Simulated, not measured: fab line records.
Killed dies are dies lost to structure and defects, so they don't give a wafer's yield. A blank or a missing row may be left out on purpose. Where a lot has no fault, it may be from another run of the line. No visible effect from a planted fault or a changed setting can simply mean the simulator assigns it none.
Problem report, 8D (eight disciplines) form, completed by code + flow sky130 + the parts of the form that need people (team, actions taken, sign-off) are left out

## 1. PROBLEM STATEMENT
Wafers without a fault read 3e+13, standard deviation 3.7e+10; dose ions cm2 at SKY_LDD_HVN_IMPLANT_08 reads a mean of 3e+13 on 6 wafers belonging to 2 lots. That puts it +36 standard deviations away from the usual mean.
First observed at day 23 00:44: wafer L349.3, on implanter-04. The record holds 18 wafers of 6 lots with a number at this step. Rule for "out", or "out of limits": more than 4 standard deviations from the usual mean. The rest of the wafers with a number are treated as sound.

## 2. WHAT IT IS AND WHAT IT IS NOT
| question                    | is                     | is not                                                                         |
|-----------------------------|------------------------|--------------------------------------------------------------------------------|
| which readings at this step | dose ions cm2          | -                                                                              |
| which lots                  | L349, L352             | L343, L350, L361, L363                                                         |
| which wafers of those lots  | all that have a number | -                                                                              |
| read on which tools         | implanter-04           | implanter-02                                                                   |
| when                        | from day 23 00:44      | up to then (3 sound wafers); but 9 sound wafers of L350, L361, L363 came after |

## 3. WHAT RULES OUT EACH SUSPECT
Counting: a tool at a process step up to the reading stays a suspect if it ran every lot that is out and no sound lot after the first of them.
- implanter-04 at SKY_LDD_HVN_IMPLANT_08: ruled out as a lasting fault. After its first lot that is out, L349 (day 23 00:44), sound lots L363 ran on it.
Left after counting: nothing in the record.

## 4. THE CAUSE (what the simulator had put in)
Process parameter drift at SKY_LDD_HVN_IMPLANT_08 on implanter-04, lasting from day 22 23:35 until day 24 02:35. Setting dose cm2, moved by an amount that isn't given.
Counting ruled it out, wrongly.

## 5. THE CHAIN OF EFFECTS, in route order
One row per reading whose mean, taken over the struck wafers that have a number, lies over 3 standard deviations from the usual. Scope: only readings with a usual standard deviation given in the record; hours: median across lots of the time from each lot's start at the first step in this table that gives one to its start at this step; sigmas: change in usual standard deviations.
| hours | step                   | reading       | usual | on struck wafers | change | sigmas |
|-------|------------------------|---------------|-------|------------------|--------|--------|
| 0     | SKY_LDD_HVN_IMPLANT_08 | dose ions cm2 | 3e+13 | 3e+13            | +1e+12 | +36    |
Its process steps:
- SKY_LDD_HVN_IMPLANT_08

## 6. HOW IT WOULD HAVE BEEN CAUGHT EARLIER
In this record the first reading out of limits was taken at day 23 00:44, 1 hour after the fault began at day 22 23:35.
